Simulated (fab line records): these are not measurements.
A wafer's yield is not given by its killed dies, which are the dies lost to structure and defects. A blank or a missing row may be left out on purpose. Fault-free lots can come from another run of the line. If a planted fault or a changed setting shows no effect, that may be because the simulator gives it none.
What tool caused it? / flow sky130 / 13 lots, 39 wafers sampled, at 6 steps of a route of 708

## WHAT THE GAUGES SHOWED, per wafer
SKY_FIELD_ISO_THK_MEAS_25.
lot=L658; measured=day 2 06:58; on=film-metro-03; FIELD_ISO_CVD_24_THK (nm)=602 596 598
lot=L659; measured=day 2 12:01; on=film-metro-02; FIELD_ISO_CVD_24_THK (nm)=604 594 595
lot=L660; measured=day 2 19:52; on=film-metro-01; FIELD_ISO_CVD_24_THK (nm)=588 595 589
lot=L666; measured=day 4 02:30; on=film-metro-02; FIELD_ISO_CVD_24_THK (nm)=591 594 596
lot=L667; measured=day 4 08:55; on=film-metro-01; FIELD_ISO_CVD_24_THK (nm)=572 591 589
lot=L671; measured=day 5 04:01; on=film-metro-02; FIELD_ISO_CVD_24_THK (nm)=595 589 601
lot=L673; measured=day 5 16:02; on=film-metro-02; FIELD_ISO_CVD_24_THK (nm)=595 594 591
lot=L675; measured=day 6 00:14; on=film-metro-02; FIELD_ISO_CVD_24_THK (nm)=602 598 599
lot=L676; measured=day 6 07:51; on=film-metro-02; FIELD_ISO_CVD_24_THK (nm)=591 584 592
lot=L677; measured=day 6 14:04; on=film-metro-03; FIELD_ISO_CVD_24_THK (nm)=592 589 589
lot=L678; measured=day 6 16:55; on=film-metro-01; FIELD_ISO_CVD_24_THK (nm)=588 592 583
lot=L679; measured=day 6 21:53; on=film-metro-02; FIELD_ISO_CVD_24_THK (nm)=585 598 596
lot=L680; measured=day 7 06:14; on=film-metro-01; FIELD_ISO_CVD_24_THK (nm)=588 590 583

SKY_PWDE_OVL_MEAS_07.
lot=L658; measured=day 3 18:41; on=overlay-01; PWDE_OVL (nm)=-0.3 1.2 -0.4
lot=L659; measured=day 4 02:28; on=overlay-01; PWDE_OVL (nm)=1.8 -1.2 -2.9
lot=L660; measured=day 4 08:43; on=overlay-02; PWDE_OVL (nm)=-1.2 0.1 0.0
lot=L666; measured=day 5 18:14; on=overlay-02; PWDE_OVL (nm)=3.1 -0.9 -0.4
lot=L667; measured=day 6 02:53; on=overlay-02; PWDE_OVL (nm)=1.4 2.5 1.8
lot=L671; measured=day 7 00:52; on=overlay-01; PWDE_OVL (nm)=2.2 2.6 0.6
lot=L673; measured=day 7 11:11; on=overlay-01; PWDE_OVL (nm)=0.0 1.9 0.9
lot=L675; measured=day 7 18:16; on=overlay-02; PWDE_OVL (nm)=-0.3 1.7 -0.3
lot=L676; measured=day 8 02:13; on=overlay-02; PWDE_OVL (nm)=0.9 -0.4 -2.4
lot=L677; measured=day 8 08:19; on=overlay-01; PWDE_OVL (nm)=-1.4 -1.4 -0.2
lot=L678; measured=day 8 11:35; on=overlay-02; PWDE_OVL (nm)=-0.1 2.2 0.9
lot=L679; measured=day 9 01:05; on=overlay-01; PWDE_OVL (nm)=1.8 0.6 1.4
lot=L680; measured=day 9 13:10; on=overlay-02; PWDE_OVL (nm)=1.2 2.7 1.8

SKY_NWELL_TW_MEAS_15.
lot=L658; measured=day 4 12:10; on=film-metro-04; NWELL_TW=1829 1832 1832
lot=L659; measured=day 4 20:11; on=film-metro-02; NWELL_TW=2251 2259 2245
lot=L660; measured=day 5 03:29; on=film-metro-04; NWELL_TW=2265 2278 2264
lot=L666; measured=day 6 18:55; on=film-metro-02; NWELL_TW=2249 2246 2252
lot=L667; measured=day 6 23:28; on=film-metro-04; NWELL_TW=1830 1823 1826
lot=L671; measured=day 7 20:28; on=film-metro-04; NWELL_TW=1838 1838 1841
lot=L673; measured=day 8 07:32; on=film-metro-02; NWELL_TW=1828 1822 1826
lot=L675; measured=day 8 14:37; on=film-metro-03; NWELL_TW=1828 1834 1834
lot=L676; measured=day 8 23:07; on=film-metro-03; NWELL_TW=1826 1834 1821
lot=L677; measured=day 9 06:28; on=film-metro-04; NWELL_TW=1821 1821 1824
lot=L678; measured=day 9 09:13; on=film-metro-02; NWELL_TW=1811 1822 1817
lot=L679; measured=day 9 23:40; on=film-metro-04; NWELL_TW=1835 1824 1824
lot=L680; measured=day 10 12:04; on=film-metro-04; NWELL_TW=1840 1842 1838

SKY_NWELL_RS_MEAS_29: measures by four-point-probe.
lot=L658; measured=day 5 05:56; on=film-metro-04; NWELL_RS (ohm/sq)=626.0 624.5 626.2
lot=L659; measured=day 5 13:51; on=film-metro-03; NWELL_RS (ohm/sq)=429.8 428.4 429.4
lot=L660; measured=day 5 21:39; on=film-metro-03; NWELL_RS (ohm/sq)=431.8 431.8 431.7
lot=L666; measured=day 7 12:48; on=film-metro-02; NWELL_RS (ohm/sq)=432.5 431.2 430.4
lot=L667; measured=day 7 18:24; on=film-metro-03; NWELL_RS (ohm/sq)=625.2 625.5 626.1
lot=L671; measured=day 8 17:50; on=film-metro-03; NWELL_RS (ohm/sq)=623.2 623.6 623.7
lot=L673; measured=day 9 05:24; on=film-metro-02; NWELL_RS (ohm/sq)=626.0 623.8 626.2
lot=L675; measured=day 9 12:46; on=film-metro-04; NWELL_RS (ohm/sq)=625.8 623.5 628.4
lot=L676; measured=day 9 21:34; on=film-metro-02; NWELL_RS (ohm/sq)=623.9 624.0 625.0
lot=L677; measured=day 10 04:52; on=film-metro-03; NWELL_RS (ohm/sq)=624.3 625.4 625.1
lot=L678; measured=day 10 07:25; on=film-metro-02; NWELL_RS (ohm/sq)=628.1 626.0 626.8
lot=L679; measured=day 10 22:47; on=film-metro-02; NWELL_RS (ohm/sq)=625.0 624.0 624.8
lot=L680; measured=day 11 11:55; on=film-metro-02; NWELL_RS (ohm/sq)=625.9 626.8 625.9

SKY_VT_ADJUST_HVTP_OVL_MEAS_08.
lot=L658; measured=day 6 01:06; on=overlay-02; VT_ADJUST_HVTP_OVL (nm)=-0.8 -0.1 1.7
lot=L659; measured=day 6 09:09; on=overlay-02; VT_ADJUST_HVTP_OVL (nm)=1.1 1.8 2.0
lot=L660; measured=day 6 17:28; on=overlay-01; VT_ADJUST_HVTP_OVL (nm)=-1.3 0.0 -1.8
lot=L666; measured=day 8 08:34; on=overlay-01; VT_ADJUST_HVTP_OVL (nm)=1.0 0.9 2.7
lot=L667; measured=day 8 14:24; on=overlay-01; VT_ADJUST_HVTP_OVL (nm)=1.2 1.0 2.1
lot=L671; measured=day 9 15:38; on=overlay-01; VT_ADJUST_HVTP_OVL (nm)=0.8 1.2 -0.3
lot=L673; measured=day 10 03:27; on=overlay-02; VT_ADJUST_HVTP_OVL (nm)=-0.1 0.1 0.9
lot=L675; measured=day 10 10:26; on=overlay-02; VT_ADJUST_HVTP_OVL (nm)=-1.3 0.7 0.2
lot=L676; measured=day 10 19:53; on=overlay-01; VT_ADJUST_HVTP_OVL (nm)=1.8 0.3 0.2
lot=L677; measured=day 11 04:17; on=overlay-02; VT_ADJUST_HVTP_OVL (nm)=-0.2 0.7 1.0
lot=L678; measured=day 11 06:46; on=overlay-01; VT_ADJUST_HVTP_OVL (nm)=0.6 0.4 0.2
lot=L679; measured=day 11 22:57; on=overlay-01; VT_ADJUST_HVTP_OVL (nm)=0.6 1.5 1.2
lot=L680; measured=day 12 13:17; on=overlay-01; VT_ADJUST_HVTP_OVL (nm)=0.4 0.9 0.5

## TOOL THAT RAN EACH LOT (tool first, then ch and the chambers of the sampled wafers, then the start)
lot=L658; SKY_NWELL_IMPLANT_11=implanter-03 ch 0, day 4 11:37
lot=L659; SKY_NWELL_IMPLANT_11=implanter-01 ch 0, day 4 19:20
lot=L660; SKY_NWELL_IMPLANT_11=implanter-01 ch 0, day 5 02:38
lot=L666; SKY_NWELL_IMPLANT_11=implanter-02 ch 0, day 6 17:14
lot=L667; SKY_NWELL_IMPLANT_11=implanter-01 ch 0, day 6 22:55
lot=L671; SKY_NWELL_IMPLANT_11=implanter-02 ch 0, day 7 19:55
lot=L673; SKY_NWELL_IMPLANT_11=implanter-01 ch 0, day 8 06:59
lot=L675; SKY_NWELL_IMPLANT_11=implanter-03 ch 0, day 8 14:04
lot=L676; SKY_NWELL_IMPLANT_11=implanter-02 ch 0, day 8 22:34
lot=L677; SKY_NWELL_IMPLANT_11=implanter-02 ch 0, day 9 05:55
lot=L678; SKY_NWELL_IMPLANT_11=implanter-02 ch 0, day 9 08:40
lot=L679; SKY_NWELL_IMPLANT_11=implanter-01 ch 0, day 9 23:07
lot=L680; SKY_NWELL_IMPLANT_11=implanter-02 ch 0, day 10 11:31
- SKY_NWELL_IMPLANT_11

## AS READ BY THE TOOLS THEMSELVES (means over the sampled wafers that have a number; for cases with no such wafer, the mark the record gives instead)
The record holds no such reading with a usual standard deviation.

## THE ANSWER, worked out from the rows above alone
Rule: what is usual is taken from the lots themselves. Put in order of their means at a reading, lots are off if they are a third of the lots or fewer, leave a main group of 4 or more, and stand apart from it by a gap of 3 or more times the standard deviation of the main group's means; of several such gaps the widest counts. A main group is skipped when, at the precision printed for the reading in the tables above, its means are all equal. A lot without any number at a reading at which 4 lots or more have one is off too. The other lots that the step has rows for count as sound. After the gauges, taken in route order, come the tools' own readings; for these a lot's mean is taken, as printed above. The first step at which some lot is off is used, and at that step the reading that is off furthest; a lot without a number counts as furthest.
Off: L659, L660, L666, seen at SKY_NWELL_TW_MEAS_15 (NWELL_TW). The main group: mean 1829, standard deviation 6.8.
If a tool, at a process step before that reading, ran all the lots that are off and no sound lot after the first of them, it fits. Gauges at SKY_NWELL_TW_MEAS_15: tried the same way as those tools. None of those tried fits.

## WHAT THE SIMULATOR HAD INSERTED
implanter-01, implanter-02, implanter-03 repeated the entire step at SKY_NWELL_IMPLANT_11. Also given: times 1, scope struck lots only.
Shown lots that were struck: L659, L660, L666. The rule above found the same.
